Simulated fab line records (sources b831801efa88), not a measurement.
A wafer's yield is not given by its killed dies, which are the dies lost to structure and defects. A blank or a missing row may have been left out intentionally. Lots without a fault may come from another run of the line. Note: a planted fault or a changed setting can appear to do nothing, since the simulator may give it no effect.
fab line records | flow sky130
[record] lots = 11 | wafers = 32 | lastDay = 50
route steps=708 shown CONTACT@429 METAL2@499 VIA2@513 CAPM@551 PAD_OPEN@708
lots that met no fault: taken from a fault-free run of the same line
startH: hours from the record's first day to the start of the lot's first wafer shown | waitH: hours from the lot's prior step to this one | " as in the row above | L1.1+2: a single row standing in for several wafers | - no value, or no start given | * or withheld: withheld | < > ~ a bound
route shown NAME@n: NAME is a module with steps in the file, n the number in the route of the first one | usual: average and standard deviation across the fault-free wafers | same: alike in all rows | chamber/n: place in a boat | sites: each site's reading | _std_site: standard deviation across them | _edge_site: the outer-site mean with the inner-site mean subtracted | radiusMm: how far each site lies from the wafer's centre | mask NAME#n: copy n | behind: the last tool/chamber to shape the wafer | hold: reason for holding the lot/hours on hold/outcome of the hold | device: the transistor (n, p or np) that didn't switch | end of line: the route-end tests of the same wafers | where a step has no rows: the recipe by itself | killed: dies lost to structure and defects at the first sort, not the wafer's yield | map: per-die view of a wafer (x killed, . not killed, _ where there is no die)
set.NAME: the setting as run; set.NAME@STEP: as run at that earlier step | model.NAME: the simulator's own value behind a step, which no gauge read
a sample of lots followed through the steps of the route, with each step as a table and each wafer as a row
services: from which hour (startH, from the record's first day; less than 0 if before it) a tool's chamber was out of use, for how many hours, and why
[[steps]]
[step SKY_CONTACT_SPUTTER_23]
[recipe] material = TiN | targetThkNm = 20 | chamberPressurePa = 5 | powerW = 4000 | timeS = 80
[usual] throttleValvePct = 30.0/1.1
lot.wafer | tool          | chamber | startH | waitH | throttleValvePct
L397.2    | pvdSputter-03 | -       | 740.17 | 0.0   | 31.0
L397.3    | "             | -       | "      | "     | 29.5
L397.4    | "             | -       | "      | "     | 30.8
L398.2    | pvdSputter-02 | -       | 756.43 | 0.0   | 30.5
L398.3    | "             | -       | "      | "     | 28.2
L398.6    | "             | -       | "      | "     | 31.4
L403.2    | pvdSputter-01 | -       | 803.42 | 0.0   | 29.6
L403.5    | "             | -       | "      | "     | 28.7
L403.6    | "             | -       | "      | "     | 29.8
L405.1    | pvdSputter-02 | -       | 821.96 | 0.0   | 31.7
L405.5    | "             | -       | "      | "     | 31.7
L405.6    | "             | -       | "      | "     | 28.2
L406.1    | pvdSputter-03 | -       | 827.55 | 0.0   | 29.7
L406.3    | "             | -       | "      | "     | 30.5
L406.5    | "             | -       | "      | "     | 31.1
L407.1    | pvdSputter-03 | -       | 833.91 | 0.0   | 29.4
L407.4    | "             | -       | "      | "     | 31.1
L407.6    | "             | -       | "      | "     | 30.6
L412.1    | pvdSputter-02 | -       | 876.88 | 0.0   | 28.4
L412.3    | "             | -       | "      | "     | 31.4
L412.6    | "             | -       | "      | "     | 30.4
L409.2    | pvdSputter-03 | -       | 877.23 | 0.0   | 30.8
L409.3    | "             | -       | "      | "     | 30.8
L409.6    | "             | -       | "      | "     | 30.6
L408.1    | pvdSputter-01 | -       | 881.85 | 0.0   | 32.9
L408.3    | "             | -       | "      | "     | 29.7
L408.5    | "             | -       | "      | "     | 28.7
L413.2    | pvdSputter-01 | -       | 883.48 | 0.0   | 32.8
L413.3    | "             | -       | "      | "     | 30.4
L419.1    | pvdSputter-02 | -       | 926.41 | 0.0   | 28.3
L419.4    | "             | -       | "      | "     | 30.2
L419.6    | "             | -       | "      | "     | 30.1
[step SKY_METAL2_OVL_MEAS_16]
[usual] METAL2_OVL = 0/6.2
lot.wafer | tool       | chamber | startH  | waitH | METAL2_OVL[nm]
L397.2    | overlay-02 | -       | 818.38  | 0.1   | 8
L397.3    | "          | -       | "       | "     | 8
L397.4    | "          | -       | "       | "     | 11
L398.2    | overlay-01 | -       | 836.13  | 0.1   | 5
L398.3    | "          | -       | "       | "     | 1
L398.6    | "          | -       | "       | "     | -2
L403.2    | overlay-02 | -       | 885.19  | 0.1   | -2
L403.5    | "          | -       | "       | "     | -2
L403.6    | "          | -       | "       | "     | -4
L405.1    | overlay-02 | -       | 900.72  | 0.1   | 7
L405.5    | "          | -       | "       | "     | 9
L405.6    | "          | -       | "       | "     | 7
L406.1    | overlay-01 | -       | 910.54  | 0.1   | -11
L406.3    | "          | -       | "       | "     | -9
L406.5    | "          | -       | "       | "     | -9
L407.1    | overlay-02 | -       | 914.19  | 0.1   | 2
L407.4    | "          | -       | "       | "     | 4
L407.6    | "          | -       | "       | "     | 3
L412.1    | overlay-01 | -       | 955.09  | 0.1   | -3
L412.3    | "          | -       | "       | "     | 0
L412.6    | "          | -       | "       | "     | -7
L409.2    | overlay-01 | -       | 955.39  | 0.1   | 2
L409.3    | "          | -       | "       | "     | 5
L409.6    | "          | -       | "       | "     | 5
L408.1    | overlay-01 | -       | 959.82  | 0.1   | -6
L408.3    | "          | -       | "       | "     | -1
L408.5    | "          | -       | "       | "     | -7
L413.2    | overlay-02 | -       | 961.90  | 0.1   | 6
L413.3    | "          | -       | "       | "     | -1
L419.1    | overlay-01 | -       | 1003.43 | 0.1   | 3
L419.4    | "          | -       | "       | "     | 1
L419.6    | "          | -       | "       | "     | -4
[step SKY_VIA2_COAT_06]
[recipe] resist = BARC | tempC = withheld | timeS = withheld | spinRpm = 3000 | resistThkNm = 60
[usual] dispensePressureKPa = 55.5/0.66
lot.wafer | tool          | chamber | startH  | waitH | dispensePressureKPa
L397.2    | lithoTrack-02 | 0       | 831.93  | 0.1   | 56.3
L397.3    | "             | 0       | "       | "     | 56.3
L397.4    | "             | 0       | "       | "     | 56.3
L398.2    | lithoTrack-04 | 0       | 851.38  | 0.1   | 54.7
L398.3    | "             | 0       | "       | "     | 54.7
L398.6    | "             | 0       | "       | "     | 54.7
L403.2    | lithoTrack-04 | 0       | 898.08  | 0.1   | 54.8
L403.5    | "             | 0       | "       | "     | 54.8
L403.6    | "             | 0       | "       | "     | 54.8
L405.1    | lithoTrack-03 | 0       | 915.82  | 0.1   | 55.7
L405.5    | "             | 0       | "       | "     | 55.7
L405.6    | "             | 0       | "       | "     | 55.8
L406.1    | lithoTrack-03 | 0       | 923.22  | 0.1   | 55.8
L406.3    | "             | 0       | "       | "     | 55.8
L406.5    | "             | 0       | "       | "     | 55.8
L407.1    | lithoTrack-03 | 0       | 927.82  | 0.1   | 55.7
L407.4    | "             | 0       | "       | "     | 55.7
L407.6    | "             | 0       | "       | "     | 55.8
L412.1    | lithoTrack-03 | 0       | 968.67  | 0.1   | 55.7
L412.3    | "             | 0       | "       | "     | 55.7
L412.6    | "             | 0       | "       | "     | 55.8
L409.2    | lithoTrack-04 | 0       | 969.23  | 0.1   | 54.8
L409.3    | "             | 0       | "       | "     | 54.7
L409.6    | "             | 0       | "       | "     | 54.7
L408.1    | lithoTrack-03 | 0       | 972.87  | 0.1   | 55.7
L408.3    | "             | 0       | "       | "     | 55.8
L408.5    | "             | 0       | "       | "     | 55.7
L413.2    | lithoTrack-03 | 0       | 974.95  | 0.1   | 55.8
L413.3    | "             | 0       | "       | "     | 55.8
L419.1    | lithoTrack-04 | 0       | 1016.46 | 0.1   | 54.8
L419.4    | "             | 0       | "       | "     | 54.8
L419.6    | "             | 0       | "       | "     | 54.7
[step SKY_VIA2_ETCH_14]
[recipe] chemistry = N2/H2 | target = BARC | ionEnergyEv = 200 | sourceW = 500 | biasW = 100 | pressureMtorr = 30 | n2FlowSccm = 100 | h2FlowSccm = 200 | stopOn = SiO2 | timeS = 45.9 | targetDepthA = 600
[usual] drypumpMotorCurrentA = 5.7/0.49 | oesProductAu = 0.855/0.0046 | throttleValvePct = 13.226/0.0091
lot.wafer | tool       | chamber | startH  | waitH | drypumpMotorCurrentA | oesProductAu | rfHoursCounterH | throttleValvePct
L397.2    | rieDiel-02 | 2       | 844.93  | 0.0   | 5.6                  | 0.854        | 25              | 13.226
L397.3    | "          | 0       | "       | "     | 5.1                  | 0.852        | 9               | 13.223
L397.4    | "          | 3       | "       | "     | 5.9                  | 0.867        | 10              | 13.225
L398.2    | rieDiel-01 | 3       | 863.66  | 0.0   | 6.5                  | 0.858        | 10              | 13.245
L398.3    | "          | 2       | "       | "     | 6.2                  | 0.856        | 8               | 13.240
L398.6    | "          | 2       | "       | "     | 6.2                  | 0.856        | -               | 13.219
L403.2    | rieDiel-03 | 0       | 912.71  | 0.0   | 5.9                  | 0.858        | 9               | 13.211
L403.5    | "          | 3       | "       | "     | 5.0                  | 0.861        | -               | 13.227
L403.6    | "          | 2       | "       | "     | 5.9                  | 0.855        | -               | 13.221
L405.1    | rieDiel-01 | 1       | 928.81  | 0.0   | 4.9                  | 0.854        | 20              | 13.226
L405.5    | "          | 0       | "       | "     | 5.4                  | 0.857        | -               | 13.228
L405.6    | "          | 1       | "       | "     | 4.9                  | 0.862        | -               | 13.226
L406.1    | rieDiel-03 | 0       | 936.76  | 0.0   | 5.9                  | 0.854        | 10              | 13.244
L406.3    | "          | 3       | "       | "     | 5.0                  | 0.861        | 8               | 13.223
L406.5    | "          | 1       | "       | "     | 6.1                  | 0.855        | -               | 13.232
L407.1    | rieDiel-02 | 1       | 941.31  | 0.0   | 6.2                  | 0.854        | 18              | 13.219
L407.4    | "          | 2       | "       | "     | 5.6                  | 0.861        | 29              | 13.229
L407.6    | "          | 3       | "       | "     | 5.9                  | 0.849        | -               | 13.234
L412.1    | rieDiel-01 | 2       | 981.06  | 0.0   | 6.1                  | 0.858        | 12              | 13.224
L412.3    | "          | 0       | "       | "     | 5.4                  | 0.851        | 5               | 13.249
L412.6    | "          | 1       | "       | "     | 4.9                  | 0.848        | -               | 13.232
L409.2    | rieDiel-03 | 3       | 981.61  | 0.0   | 5.0                  | 0.863        | 9               | 13.220
L409.3    | "          | 0       | "       | "     | 5.9                  | 0.855        | 12              | 13.229
L409.6    | "          | 3       | "       | "     | 5.1                  | 0.849        | -               | 13.220
L408.1    | rieDiel-01 | 0       | 985.16  | 0.0   | 5.4                  | 0.856        | 5               | 13.229
L408.3    | "          | 1       | "       | "     | 4.9                  | 0.837        | 22              | 13.219
L408.5    | "          | 2       | "       | "     | 6.2                  | 0.856        | -               | 13.231
L413.2    | rieDiel-02 | 3       | 987.66  | 0.0   | 5.9                  | 0.852        | 15              | 13.229
L413.3    | "          | 0       | "       | "     | 5.1                  | 0.830        | 14              | 13.232
L419.1    | rieDiel-01 | 3       | 1029.01 | 0.0   | 6.5                  | 0.852        | 15              | 13.232
L419.4    | "          | 1       | "       | "     | 4.9                  | 0.860        | 23              | 13.237
L419.6    | "          | 1       | "       | "     | 4.9                  | 0.853        | -               | 13.203
[step SKY_CAPM_STRIP_14]
[recipe] chemistry = O2/N2 | powerW = 1400 | pressureMtorr = 1500 | platenTempC = withheld | o2FlowSccm = 3000 | n2FlowSccm = 300 | overashFraction = 0.5
[usual] drypumpMotorCurrentA = 5.9/0.52 | oesProductAu = 0.710/0.0047 | stripTimeToEndpointS = 12.67/0.051
lot.wafer | tool           | chamber | startH  | waitH | drypumpMotorCurrentA | oesProductAu | rfHoursCounterH | stripTimeToEndpointS
L397.2    | plasmaAsher-04 | 1       | 871.52  | 0.1   | 5.1                  | 0.708        | 42              | 12.72
L397.3    | "              | 0       | "       | "     | 6.3                  | 0.709        | -               | 12.69
L397.4    | "              | 1       | "       | "     | 5.1                  | 0.721        | -               | 12.67
L398.2    | plasmaAsher-02 | 0       | 891.52  | 0.1   | 6.4                  | 0.715        | 107             | 12.62
L398.3    | "              | 0       | "       | "     | 6.4                  | 0.710        | -               | 12.66
L398.6    | "              | 0       | "       | "     | 6.4                  | 0.711        | -               | 12.66
L403.2    | plasmaAsher-02 | 1       | 939.83  | 0.1   | 6.3                  | 0.711        | 111             | 12.65
L403.5    | "              | 1       | "       | "     | 6.3                  | 0.710        | -               | 12.71
L403.6    | "              | 0       | "       | "     | 6.4                  | 0.714        | -               | 12.66
L405.1    | plasmaAsher-03 | 0       | 955.38  | 0.1   | 5.8                  | 0.714        | 81              | 12.69
L405.5    | "              | 0       | "       | "     | 5.7                  | 0.709        | -               | 12.74
L405.6    | "              | 1       | "       | "     | 5.3                  | 0.707        | -               | 12.71
L406.1    | plasmaAsher-04 | 0       | 961.69  | 0.1   | 6.3                  | 0.702        | 52              | 12.69
L406.3    | "              | 1       | "       | "     | 5.1                  | 0.704        | -               | 12.69
L406.5    | "              | 1       | "       | "     | 5.1                  | 0.709        | -               | 12.64
L407.1    | plasmaAsher-02 | 1       | 966.58  | 0.1   | 6.3                  | 0.715        | 114             | 12.61
L407.4    | "              | 1       | "       | "     | 6.3                  | 0.708        | -               | 12.63
L407.6    | "              | 1       | "       | "     | 6.3                  | 0.709        | -               | 12.64
L412.1    | plasmaAsher-03 | 0       | 1007.32 | 0.1   | 5.8                  | 0.711        | 85              | 12.64
L412.3    | "              | 1       | "       | "     | 5.3                  | 0.712        | -               | 12.63
L412.6    | "              | 0       | "       | "     | 5.7                  | 0.710        | -               | 12.63
L409.2    | plasmaAsher-02 | 1       | 1007.39 | 0.1   | 6.3                  | 0.707        | 118             | 12.61
L409.3    | "              | 0       | "       | "     | 6.4                  | 0.718        | -               | 12.61
L409.6    | "              | 1       | "       | "     | 6.3                  | 0.714        | -               | 12.59
L408.1    | plasmaAsher-02 | 0       | 1010.79 | 0.1   | 6.4                  | 0.707        | 118             | 12.68
L408.3    | "              | 0       | "       | "     | 6.4                  | 0.715        | -               | 12.70
L408.5    | "              | 0       | "       | "     | 6.4                  | 0.707        | -               | 12.68
L413.2    | plasmaAsher-02 | 1       | 1013.14 | 0.1   | 6.3                  | 0.714        | 118             | 12.76
L413.3    | "              | 0       | "       | "     | 6.4                  | 0.701        | -               | 12.78
L419.1    | plasmaAsher-03 | 0       | 1052.39 | 0.1   | 5.8                  | 0.707        | 90              | 12.70
L419.4    | "              | 0       | "       | "     | 5.8                  | 0.715        | -               | 12.69
L419.6    | "              | 0       | "       | "     | 5.8                  | 0.706        | -               | 12.69
[step SKY_PAD_OPEN_PROBE_99]
[usual] defectLimitedYield = 82.5/1.8 | killed_at_M0_to_M3 = 43/6.6 | killed_at_M4_up = 3.2/1.8 | killedAtContacts = 24/5 | killedAtFrontEnd = 15/4.5 | killedAtOther = 0.2/0.46 | killedDies = 86/8.8 | killedOpen = 48/6.6 | killedShort = 38/6.1 | sort_bin_3_pad_short = 0.8/0.42 | sort_bin_5_function = 10.4/1.4 | sort_bin_6_memory = 6.3/1 | sortNPass = 406/8.8 | sortYieldPct = 82.5/1.8
[same] grossDies = 492 | killedAtBackSide = 0 | sort_bin_4_leakage[%] = 0 | sort_bin_8_speed[%] = 0
lot.wafer | tool      | chamber | startH  | waitH | defectLimitedYield[%] | killed_at_M0_to_M3 | killed_at_M4_up | killedAtContacts | killedAtFrontEnd | killedAtOther | killedDies | killedOpen | killedShort | sort_bin_3_pad_short[%] | sort_bin_5_function[%] | sort_bin_6_memory[%] | sortNPass | sortYieldPct[%]
L408.1    | prober-02 | -       | 1182.61 | 0.1   | 82.7                  | 39                 | 2               | 32               | 12               | 0             | 85         | 50         | 35          | 0.8                     | 9.6                    | 6.9                  | 407       | 82.7
L408.3    | prober-02 | -       | 1182.71 | 0.2   | 81.1                  | 41                 | 2               | 32               | 18               | 0             | 93         | 54         | 39          | 0.6                     | 11.2                   | 7.1                  | 399       | 81.1
L408.5    | prober-02 | -       | 1182.81 | 0.2   | 85.6                  | 33                 | 1               | 20               | 17               | 0             | 71         | 43         | 28          | 1.2                     | 9.1                    | 4.1                  | 421       | 85.6
// killed by level:class
L408.1 CONTACT:geometricParticle:open=12 LI_CONTACT:geometricParticle:open=9 VIA1:geometricParticle:open=9 LOCAL_INTERCONNECT:geometricParticle:short=5 CONTACT:geometricParticle:short=5 METAL1:geometricParticle:short=5 VIA3:geometricParticle:open=5 METAL1:geometricParticle:open=4
L408.3 VIA1:geometricParticle:open=14 CONTACT:geometricParticle:open=8 LI_CONTACT:geometricParticle:open=8 FIELD_ISO:geometricParticle:open=6 FIELD_ISO:geometricParticle:short=6 LOCAL_INTERCONNECT:geometricParticle:short=6 LI_CONTACT:geometricParticle:short=5 METAL1:geometricParticle:short=5
L408.5 CONTACT:geometricParticle:open=11 VIA2:geometricParticle:open=9 FIELD_ISO:geometricParticle:open=6 METAL1:geometricParticle:short=6 FIELD_ISO:geometricParticle:short=5 VIA1:geometricParticle:open=5 POLY_GATE:geometricParticle:open=4 VIA1:geometricParticle:short=4
[[services]]
tool           | chamber | startH  | hours | kind
rieDiel-03     | 3       | 725.00  | 1.5   | repair
rieDiel-03     | 1       | 733.02  | 5.2   | repair
rieDiel-01     | 0       | 743.21  | 4.5   | repair
rieDiel-01     | 2       | 750.39  | 1.8   | repair
rieDiel-03     | -       | 780.82  | 4.3   | pm
rieDiel-03     | 3       | 785.55  | 7.8   | repair
rieDiel-03     | -       | 797.78  | 0.4   | repair
pvdSputter-02  | -       | 798.59  | 4.2   | repair
plasmaAsher-02 | -       | 835.97  | 7.1   | repair
rieDiel-01     | -       | 843.42  | 14.6  | pm
plasmaAsher-03 | -       | 886.89  | 0.4   | repair
rieDiel-03     | 2       | 924.30  | 5.2   | repair
rieDiel-01     | 0       | 943.99  | 6.9   | repair
rieDiel-03     | 3       | 952.93  | 8.1   | repair
plasmaAsher-03 | -       | 955.51  | 2.8   | repair
rieDiel-01     | -       | 971.53  | 2.8   | pm
pvdSputter-02  | -       | 974.43  | 3.5   | repair
pvdSputter-03  | -       | 977.65  | 3.0   | repair
pvdSputter-02  | -       | 980.73  | 1.7   | repair
plasmaAsher-03 | -       | 1011.45 | 2.4   | repair
pvdSputter-02  | -       | 1018.61 | 3.8   | repair
plasmaAsher-03 | -       | 1023.21 | 4.3   | pm
rieDiel-01     | 3       | 1032.83 | 9.1   | repair
rieDiel-01     | -       | 1034.31 | 6.4   | repair
[[key]]
[firstSign] step = SKY_VIA2_ETCH_14 | reading = oesProductAu | direction = down | sigmas = 4.8 | usual = 0.855 | struck = 0.833
effect none on later readings
metAt SKY_VIA2_COAT_06
struckLots L408,L413
struckWafers L408.3,L413.3
notActingAt SKY_CONTACT_SPUTTER_23,SKY_METAL2_OVL_MEAS_16,SKY_CAPM_STRIP_14
onsetBetween 968.67 972.87
[fault] kind = processParameterDrift | tool = lithoTrack-03 | chamber = - | onsetH = 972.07 | steps = SKY_VIA2_COAT_06 | channel = resistThkNm | offset = -2.8261 | shape = step | endH = 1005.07 | scope = struckWafersOnly | actsIn = theseRecipesOnly | stated = 60
